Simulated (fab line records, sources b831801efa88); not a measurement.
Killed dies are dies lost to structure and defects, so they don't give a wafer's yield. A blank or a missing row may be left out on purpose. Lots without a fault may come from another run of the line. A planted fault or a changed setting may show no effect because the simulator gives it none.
A struck lot beside a sound one | flow gf180mcu | 16 steps out of a route of 602
Sound: wafers L761.4, L761.5, L761.6. Struck: wafers L765.2, L765.4, L765.5. The cause comes at the end.
At each step with rows: each side's tool, then ch and its chambers, then its first start. Under that, the readings that differ: sound wafers | struck wafers | difference of the means | sigmas: that difference in standard deviations of wafers without a fault.
alike: readings whose means differ by less than 2 such deviations, and words and numbers that are the same on both sides. not compared: withheld readings, readings that some wafer has no value for, bounds like >300 that may hide the same value, and numbers for which the record gives no deviation and whose values overlap.
The two part at a step that has a row with sigmas, a row that says differs or no value, or rows on one side only. Numbers that don't overlap but have no deviation are shown without sigmas and don't part them. A reading that every wafer of one side lacks parts them only if that side has two wafers or more.

first, 3 steps without rows for these wafers: GF_LVPWELL_EXPOSE_04 (exposes mask LVPWELL, target cd 600 nm); GF_LVPWELL_PEB_05; GF_LVPWELL_DEVELOP_06 (develop time 60 s).
GF_LVPWELL_OVL_MEAS_07:
  sound on overlay-01, day 5 23:26; struck on overlay-01, day 6 20:28
  reading          | sound         | struck      | difference | sigmas
  LVPWELL_OVL (nm) | 0.4 -0.8 -3.5 | 2.1 1.7 2.6 | +3.4       | +2
then, 2 steps without rows for these wafers: GF_LVPWELL_IMPLANT_08; GF_LVPWELL_IMPLANT_09.
GF_LVPWELL_STRIP_10: strips in O2/N2.
  sound on plasma_asher-03 ch 0,1, day 5 23:47; struck on plasma_asher-03 ch 1, day 6 20:48
  alike: drypump_motor_current_A, heater_power_w, oes_product_au, strip_time_to_endpoint_s
  not compared: rf_hours_counter_h
GF_LVPWELL_TW_MEAS_11:
  sound on film_metro-03, day 5 23:53; struck on film_metro-03, day 6 20:55
  alike: LVPWELL_TW
then, 4 steps without rows for these wafers: GF_MVSD_DEHYDRATE_00 (time 60 s); GF_MVSD_HMDS_01 (prime time 60 s); GF_MVSD_COAT_02 (resist thk 3000 nm); GF_MVSD_SOFTBAKE_03.
GF_MVSD_EXPOSE_04: exposes mask MVSD, target cd 1000 nm.
  sound on iline_stepper-01 ch 0, day 6 07:20; struck on iline_stepper-01 ch 0, day 7 04:38
  reading                      | sound                | struck               | difference | sigmas
  model.MVSD.overlay_x_nm (nm) | -1.769 -1.769 -1.769 | -129.9 -129.9 -129.9 | -128.1     |
  alike: mask, reticle_temp_C
then, 2 steps without rows for these wafers: GF_MVSD_PEB_05; GF_MVSD_DEVELOP_06 (develop time 60 s).
GF_MVSD_OVL_MEAS_07:
  sound on overlay-02, day 6 14:23; struck on overlay-01, day 7 12:37
  reading       | sound          | struck               | difference | sigmas
  MVSD_OVL (nm) | -3.3 -3.8 -2.1 | -130.4 -130.8 -129.0 | -127.0     | -85
  not compared: hold

WHERE THEY PART
First at GF_LVPWELL_OVL_MEAS_07; last, within this record, at GF_MVSD_OVL_MEAS_07.

WHY: what the simulator had put in
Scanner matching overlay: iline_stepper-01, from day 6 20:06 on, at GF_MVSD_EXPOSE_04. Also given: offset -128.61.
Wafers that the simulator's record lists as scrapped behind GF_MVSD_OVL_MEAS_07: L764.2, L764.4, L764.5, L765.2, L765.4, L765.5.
